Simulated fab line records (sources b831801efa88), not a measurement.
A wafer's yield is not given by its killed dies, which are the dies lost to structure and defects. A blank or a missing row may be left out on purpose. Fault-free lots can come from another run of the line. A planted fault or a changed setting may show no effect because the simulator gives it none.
Which tool did it? ; flow sky130 ; 24 lots, 72 wafers sampled, at 5 steps of a route of 708

== WHAT THE GAUGES READ, wafer by wafer ==
SKY_FIELD_ISO_CD_MEAS_13: target cd 150 nm. Usual: cd nm reads 149.4 nm (standard deviation 1.3).
lot;measured;on;cd nm (nm);flag
L074;day 2 04:52;cd sem-01;148.2 150.6 148.5;
L075;day 2 09:06;cd sem-02;149.0 149.5 148.2;
L076;day 2 15:00;cd sem-02;150.8 149.5 151.2;
L077;day 2 19:56;cd sem-01;150.1 151.5 149.6;
L078;day 3 00:50;cd sem-01;148.8 149.2 150.4;
L079;day 3 07:34;cd sem-02;150.8 149.6 150.4;
L080;day 3 14:47;cd sem-01;147.6 148.4 147.2;
L081;day 3 17:56;cd sem-02;147.1 147.5 147.0;
L082;day 3 22:43;cd sem-01;149.1 147.3 148.6;
L083;day 4 04:37;cd sem-01;147.4 147.4 147.6;
L084;day 4 07:14;cd sem-01;149.3 150.9 151.0;
L085;day 4 16:11;cd sem-02;149.3 148.9 149.3;
L086;day 4 19:08;cd sem-01;148.9 149.9 150.3;
L087;day 5 01:25;cd sem-02;151.0 148.8 151.4;
L088;day 5 11:40;cd sem-02;151.6 151.9 151.0;
L089;day 5 13:11;cd sem-02;151.1 150.6 150.4;
L090;day 5 15:22;cd sem-02;150.2 148.9 149.1;
L091;day 5 19:55;cd sem-02;148.2 147.0 149.3;
L092;day 6 01:10;cd sem-01;150.8 151.5 151.1;
L093;day 7 12:01;cd sem-01;150.9 150.8 149.1;
L094;day 7 12:40;cd sem-01;147.6 148.6 148.2;
L096;day 7 13:08;cd sem-01;148.8 149.4 151.5;
L097;day 7 13:08;cd sem-02;147.2 148.2 149.1;
L095;day 7 13:19;cd sem-01;149.0 149.2 149.5;

SKY_CONTACT_CD_MEAS_14: target cd 170 nm. Usual: cd nm reads 170.3 nm (standard deviation 1.4).
lot;measured;on;cd nm (nm);flag
L074;day 31 02:11;cd sem-01;168.7 169.0 168.2;
L075;day 31 05:02;cd sem-01;170.1 170.9 171.6;
L076;day 31 18:20;cd sem-02;169.9 169.1 169.6;
L077;day 32 01:38;cd sem-02;172.1 171.1 171.6;
L078;day 32 08:31;cd sem-02;170.3 169.2 168.9;
L079;day 33 03:28;cd sem-01;172.2 173.9 174.5;
L080;day 33 11:17;cd sem-01;169.4 169.0 169.8;
L081;day 33 12:51;cd sem-01;171.2 171.9 169.8;
L082;day 34 02:25;cd sem-01;169.8 170.3 170.5;
L083;day 34 04:46;cd sem-02;171.1 171.6 169.2;
L084;day 34 19:49;cd sem-01;170.1 169.1 169.0;
L085;day 35 06:58;cd sem-01;170.6 169.3 168.4;
L086;day 35 03:05;cd sem-02;172.4 172.6 172.9;
L087;day 35 15:46;cd sem-02;171.6 171.7 170.4;
L088;day 36 02:46;cd sem-01;169.1 171.3 169.0;
L089;day 36 05:31;cd sem-01;170.3 171.5 170.7;
L090;day 36 12:43;cd sem-02;171.4 173.1 170.2;
L091;day 36 18:35;cd sem-02;170.8 169.9 170.0;
L092;day 37 03:59;cd sem-01;171.7 170.3 169.5;
L093;day 39 03:17;cd sem-02;169.1 170.1 169.4;
L094;day 39 05:44;cd sem-02;169.9 169.1 169.9;
L096;day 39 07:10;cd sem-01;171.5 172.6 172.4;
L097;day 39 03:47;cd sem-02;169.3 169.2 170.5;
L095;day 39 09:28;cd sem-02;167.8 169.3 167.5;

SKY_CONTACT_RS_MEAS_25: a four-point-probe measurement. Usual: for CONTACT_W_RS the level is 0.340 ohm/sq and the standard deviation is 0.0033.
lot;measured;on;CONTACT_W_RS (ohm/sq);flag
L074;day 31 03:14;film metro-03;0.334 0.340 0.336;
L075;day 31 06:07;film metro-04;0.337 0.338 0.335;
L076;day 31 19:23;film metro-03;0.346 0.346 0.337;
L077;day 32 02:43;film metro-04;0.340 0.347 0.341;
L078;day 32 09:37;film metro-02;0.335 0.335 0.341;
L079;day 33 04:33;film metro-03;0.340 0.341 0.339;
L080;day 33 12:22;film metro-04;0.346 0.346 0.342;
L081;day 33 13:54;film metro-04;0.337 0.337 0.340;
L082;day 34 03:28;film metro-04;0.337 0.345 0.332;
L083;day 34 05:50;film metro-02;0.335 0.341 0.341;
L084;day 34 20:54;film metro-04;0.346 0.336 0.346;
L085;day 35 08:05;film metro-02;0.340 0.339 0.343;
L086;day 35 04:08;film metro-04;0.339 0.337 0.336;
L087;day 35 16:54;film metro-04;0.339 0.337 0.341;
L088;day 36 03:52;film metro-04;0.340 0.339 0.341;
L089;day 36 06:35;film metro-03;0.337 0.338 0.342;
L090;day 36 13:49;film metro-03;0.344 0.345 0.338;
L091;day 36 19:45;film metro-03;0.337 0.340 0.341;
L092;day 37 05:02;film metro-03;0.338 0.337 0.340;
L093;day 39 04:22;film metro-03;0.338 0.340 0.339;
L094;day 39 06:47;film metro-03;0.342 0.339 0.343;
L096;day 39 08:13;film metro-04;0.343 0.348 0.346;
L097;day 39 04:52;film metro-04;0.338 0.341 0.344;
L095;day 39 10:31;film metro-03;0.341 0.339 0.337;

== EACH LOT AND THE TOOL THAT RAN IT (in order: tool; ch and the chambers of the sampled wafers; start) ==
lot;SKY_FIELD_ISO_ETCH_15;SKY_LDD_P_STRIP_10
L074;rie diel-01 ch 1,2, day 2 05:01;plasma asher-02 ch 0,1, day 18 09:53
L075;rie diel-03 ch 0,1,2, day 2 09:12;plasma asher-04 ch 0,1, day 18 14:06
L076;rie diel-01 ch 0,3, day 2 15:08;plasma asher-04 ch 1, day 19 08:10
L077;rie diel-04 ch 0,1,3, day 2 20:04;plasma asher-04 ch 0,1, day 19 13:35
L078;rie diel-04 ch 0,1,2, day 3 01:00;plasma asher-03 ch 0,1, day 19 22:07
L079;rie diel-04 ch 1,2, day 3 07:44;plasma asher-02 ch 0,1, day 20 16:58
L080;rie diel-01 ch 0,2,3, day 3 14:57;plasma asher-03 ch 0,1, day 21 04:43
L081;rie diel-01 ch 0,3, day 3 18:04;plasma asher-04 ch 0, day 21 06:35
L082;rie diel-04 ch 0,2,3, day 3 22:52;plasma asher-04 ch 0,1, day 21 22:44
L083;rie diel-01 ch 1,2, day 4 04:46;plasma asher-04 ch 0, day 21 23:23
L084;rie diel-04 ch 0,1, day 4 07:24;plasma asher-04 ch 0,1, day 22 13:41
L085;rie diel-04 ch 0,1,3, day 4 16:21;plasma asher-03 ch 0,1, day 23 05:01
L086;rie diel-04 ch 1,3, day 4 19:16;plasma asher-03 ch 0,1, day 23 03:01
L087;rie diel-01 ch 0,3, day 5 01:34;plasma asher-02 ch 0, day 23 14:11
L088;rie diel-01 ch 0,3, day 5 11:47;plasma asher-03 ch 0,1, day 24 05:21
L089;rie diel-03 ch 0,2, day 5 13:21;plasma asher-02 ch 0,1, day 24 07:50
L090;rie diel-01 ch 2,3, day 5 15:31;plasma asher-03 ch 0,1, day 24 13:26
L091;rie diel-03 ch 0,2,3, day 5 20:04;plasma asher-04 ch 0,1, day 24 23:47
L092;rie diel-03 ch 0,1,3, day 6 01:18;plasma asher-04 ch 0,1, day 25 08:22
L093;rie diel-04 ch 2,3, day 7 12:09;plasma asher-02 ch 0, day 27 12:50
L094;rie diel-01 ch 0,2,3, day 7 12:48;plasma asher-02 ch 0,1, day 27 16:19
L096;rie diel-04 ch 0,2, day 7 13:18;plasma asher-04 ch 0,1, day 27 19:53
L097;rie diel-03 ch 0,1,3, day 7 13:18;plasma asher-03 ch 0,1, day 27 15:27
L095;rie diel-01 ch 2,3, day 7 13:28;plasma asher-02 ch 0,1, day 27 21:47
- SKY_FIELD_ISO_ETCH_15: etches the open film in CHF3/O2, stops on Si, target depth 180 nm, time 72 s.
- SKY_LDD_P_STRIP_10: strips in O2/N2.

== WHAT THE TOOLS THEMSELVES READ (means of the sampled wafers that have a number; where no wafer has one, the mark that the record gives instead) ==
SKY_FIELD_ISO_ETCH_15. Usual: drypump motor current A 5.5 A, standard deviation 0.44; oes product au 0.945 a.u., standard deviation 0.0078; throttle valve pct 8.843 %, standard deviation 0.0094.
lot;tool;drypump motor current A (A);oes product au (a.u.);throttle valve pct (%);flag
L074;rie diel-01;6.1;0.947;8.836;
L075;rie diel-03;5.7;0.944;8.848;
L076;rie diel-01;5.4;0.946;8.843;
L077;rie diel-04;5.2;0.949;8.847;
L078;rie diel-04;5.4;0.954;8.851;
L079;rie diel-04;5.5;0.948;8.846;
L080;rie diel-01;5.6;0.939;8.844;
L081;rie diel-01;5.2;0.942;8.848;
L082;rie diel-04;5.5;0.961;8.840;
L083;rie diel-01;6.2;0.942;8.844;
L084;rie diel-04;5.4;0.954;8.850;
L085;rie diel-04;5.2;0.944;8.850;
L086;rie diel-04;5.1;0.948;8.838;
L087;rie diel-01;5.2;0.938;8.845;
L088;rie diel-01;5.4;0.939;8.849;
L089;rie diel-03;5.8;0.939;8.843;
L090;rie diel-01;5.9;0.937;8.840;
L091;rie diel-03;5.4;0.937;8.835;
L092;rie diel-03;5.6;0.956;8.846;
L093;rie diel-04;5.4;0.938;8.842;
L094;rie diel-01;5.6;0.946;8.841;
L096;rie diel-04;5.7;0.946;8.842;
L097;rie diel-03;5.6;0.945;8.838;
L095;rie diel-01;6.0;0.939;8.842;

SKY_LDD_P_STRIP_10. Usual: drypump motor current A 5.8 A, standard deviation 0.38; o2 flow sccm 3000 sccm, standard deviation 8.3; oes product au 0.715 a.u., standard deviation 0.0041; strip time to endpoint s 14.21 s, standard deviation 0.036.
lot;tool;drypump motor current A (A);o2 flow sccm (sccm);oes product au (a.u.);strip time to endpoint s (s);flag
L074;plasma asher-02;5.9;2998;0.718;14.22;
L075;plasma asher-04;5.9;3001;0.712;14.22;
L076;plasma asher-04;5.8;3006;0.715;14.19;
L077;plasma asher-04;5.9;2999;0.715;14.20;
L078;plasma asher-03;5.5;2998;0.716;14.25;
L079;plasma asher-02;6.2;2993;0.719;14.20;
L080;plasma asher-03;5.3;3001;0.714;14.18;
L081;plasma asher-04;6.0;3007;0.719;14.22;
L082;plasma asher-04;5.9;2999;0.714;14.20;
L083;plasma asher-04;6.0;3004;0.720;14.17;
L084;plasma asher-04;5.9;3006;0.713;14.19;
L085;plasma asher-03;5.3;3002;0.714;14.20;
L086;plasma asher-03;5.3;3012;0.715;14.23;
L087;plasma asher-02;6.4;3013;0.715;14.21;
L088;plasma asher-03;5.3;2999;0.715;14.21;
L089;plasma asher-02;5.9;2999;0.716;14.27;
L090;plasma asher-03;5.5;3001;0.714;14.23;
L091;plasma asher-04;5.9;2999;0.717;14.18;
L092;plasma asher-04;5.9;3003;0.714;14.14;
L093;plasma asher-02;6.4;2994;0.718;14.18;
L094;plasma asher-02;5.9;2996;0.719;14.23;
L096;plasma asher-04;5.9;2995;0.717;14.21;
L097;plasma asher-03;5.3;2998;0.718;14.21;
L095;plasma asher-02;6.1;2991;0.714;14.25;

== THE ANSWER, worked out from the rows above alone ==
Rule: a lot counts as off when the mean over its wafers that have a number is more than 3 standard deviations away from the usual mean. Also off: a lot with no number at a reading for which 4 or more lots have one. The other lots that the step has rows for count as sound. First the gauges in route order, then the tools' own readings, where a lot's mean is used as printed above. The first step at which some lot is off is used, and at that step the reading that is off furthest; a lot without a number counts as furthest.
None of the lots is off at any reading shown; this tells nothing.

== WHAT HAD BEEN PUT IN BY THE SIMULATOR ==
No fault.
